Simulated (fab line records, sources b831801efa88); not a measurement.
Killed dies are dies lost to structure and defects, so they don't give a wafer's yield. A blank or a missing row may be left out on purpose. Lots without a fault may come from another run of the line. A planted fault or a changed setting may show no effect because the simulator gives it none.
One fault seen from 2 desks | flow sky130 | each desk has only its own numbers; what lay behind them comes last

THE METROLOGY DESK
What the gauges read, lot by lot, whatever tool the lot ran on: means of the sampled wafers that have a number. A lot is out of limits, marked OUT, if its mean lies more than 4 standard deviations from the usual mean; the brackets give that distance.
Columns: A = NWELL_00_OVL at SKY_NWELL_OVL_MEAS_10, usual -1.9 nm; B = LDD_N_TW at SKY_LDD_N_TW_MEAS_17, usual 2611; C = LDD_P_OVL at SKY_LDD_P_OVL_MEAS_08, usual -0.1 nm
lot  | first seen here | A    | B    | C
L886 | day 4 13:39     | -1.9 | 2603 | -1.8
L888 | day 4 22:10     | -0.7 | 2609 | 0.4
L889 | day 5 05:58     | -1.1 | 2630 | -0.0
L891 | day 6 06:59     | -0.9 | 2621 | 2.5
L892 | day 6 07:31     | 0.1  | 2595 | -1.3
L894 | day 6 15:17     | -2.3 | 2620 | 0.8
L896 | day 7 05:59     | -1.2 | 2611 | 1.3
L897 | day 7 12:56     | -2.4 | 2611 | -1.4
L898 | day 7 18:36     | -2.2 | 2609 | 1.0
L899 | day 7 21:17     | -4.1 | 2612 | -0.1
L905 | day 9 07:08     | -3.5 | -    | -
L906 | day 9 15:09     | -1.1 | -    | -
L907 | day 10 00:44    | -3.7 | -    | -
L908 | day 10 04:49    | -1.4 | 2605 | 2.0
L909 | day 10 05:27    | -0.3 | 2622 | -0.4
This desk's finding: nothing out of limits on any of the 15 lots.

THE TOOL OWNER'S DESK: lpcvd-02
The tool's own readings at SKY_POLY_GATE_CVD_03 (deposits Si3N4 from DCS/NH3, target thk 75 nm, time 1290 s): means of the sampled wafers that have a number, for each lot that ran on this tool. A lot is out of limits, marked OUT, if its mean lies more than 4 standard deviations from the usual mean; the brackets give that distance.
Columns: A = pressure_mtorr at SKY_POLY_GATE_CVD_03, usual 249.8 mTorr; B = spike_tc_bottom_C at SKY_POLY_GATE_CVD_03, usual 790.9 C; C = spike_tc_top_C at SKY_POLY_GATE_CVD_03, usual 787 C
lot  | first seen here | A     | B     | C
L886 | day 16 12:29    | 249.5 | 790.5 | 780
L888 | day 16 12:29    | 249.4 | 790.3 | 781
L889 | day 16 15:38    | 249.8 | 791.0 | 781
L891 | day 17 17:19    | 249.4 | 792.9 | 792
L892 | day 17 21:31    | 249.7 | 790.8 | 791
L894 | day 18 01:11    | 249.5 | 790.8 | 792
L896 | day 19 07:06    | 249.2 | 790.3 | 792
L897 | day 19 10:01    | 249.9 | 791.7 | 780
L898 | day 19 20:28    | 249.9 | 790.3 | 791
L899 | day 20 01:31    | 249.2 | 791.9 | 782
L909 | day 23 06:31    | 250.2 | 790.4 | 791
L908 | day 23 08:55    | 250.0 | 790.0 | 781
This desk's finding: nothing out of limits on any of the 12 lots.

PUT TOGETHER
The metrology desk saw nothing out of limits.
The tool owner's desk saw nothing out of limits.

WHAT THE SIMULATOR HAD PUT IN
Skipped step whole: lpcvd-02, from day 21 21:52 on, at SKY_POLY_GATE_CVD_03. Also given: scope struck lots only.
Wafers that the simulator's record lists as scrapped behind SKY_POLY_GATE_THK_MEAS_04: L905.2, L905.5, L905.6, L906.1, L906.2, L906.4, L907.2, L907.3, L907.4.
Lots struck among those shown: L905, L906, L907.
